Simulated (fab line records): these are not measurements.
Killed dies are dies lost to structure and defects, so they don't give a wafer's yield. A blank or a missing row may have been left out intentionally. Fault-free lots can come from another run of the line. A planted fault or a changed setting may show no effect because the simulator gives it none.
Matching of chambers -- flow sfq_line -- SFQ_TRILAYER_A5B_CMP_CMP_130 on cmp-01 has 4 sister chambers
The step polishes, stops on Nb, target thk 340.7 nm. 8 wafers are shown with their chamber, then 10 later ones without.

WAFERS PAIRED WITH THEIR CHAMBERS
wafer,chamber,slurry_filter_dp_kPa (kPa),motor_current_A (A)
L782.3,1,13.61,9.9
L790.2,2,13.40,9.7
L790.5,3,13.54,9.8
L791.4,1,13.65,10.1
L791.2,3,13.34,9.7
L791.6,0,13.84,9.0
L792.1,2,13.53,9.6
L792.5,0,13.42,9.5

WAFERS MISSING THEIR CHAMBER
wafer,slurry_filter_dp_kPa (kPa),motor_current_A (A)
L792.6,13.54,9.7
L794.2,13.22,9.8
L794.3,13.50,9.5
L794.4,13.68,10.1
L798.2,13.32,9.9
L798.3,13.46,9.5
L798.5,13.54,9.0
L801.2,13.60,9.7
L801.5,13.59,10.2
L801.6,13.52,9.7

THE CHAMBER EACH PASSED THROUGH
wafer,from the rows above,in truth
L792.6,can't be placed: 2 or 3 or 1 or 0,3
L794.2,can't be placed: 3 or 2 or 1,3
L794.3,can't be placed: 2 or 3 or 0 or 1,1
L794.4,can't be placed: 1 or 3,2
L798.2,can't be placed: 3 or 2 or 1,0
L798.3,can't be placed: 2 or 3 or 0 or 1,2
L798.5,can't be placed: 0 or 2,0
L801.2,can't be placed: 2 or 3 or 1 or 0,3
L801.5,can't be placed: 1 or 3 or 2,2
L801.6,can't be placed: 2 or 3 or 1 or 0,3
Correct placement for 0 of the 10. Can't be placed from these rows: 10 (the true chamber is among the candidates in 8). Wrongly placed: 0.
How it was worked out, from the rows above alone: a wafer's distance from a chamber is the root of the sum, over the readings, of the square of ((its reading less the chamber's mean) divided by the reading's scatter). If the next closest chamber is less than 2 further off than the closest, the wafer can't be placed; otherwise it belongs to the closest. The mean given for a chamber averages the wafers shown for that chamber. How the scatter is found: for the shown wafers, subtract from each reading the mean of its chamber, square and add these, divide the total by (wafers less chambers), then take the root.
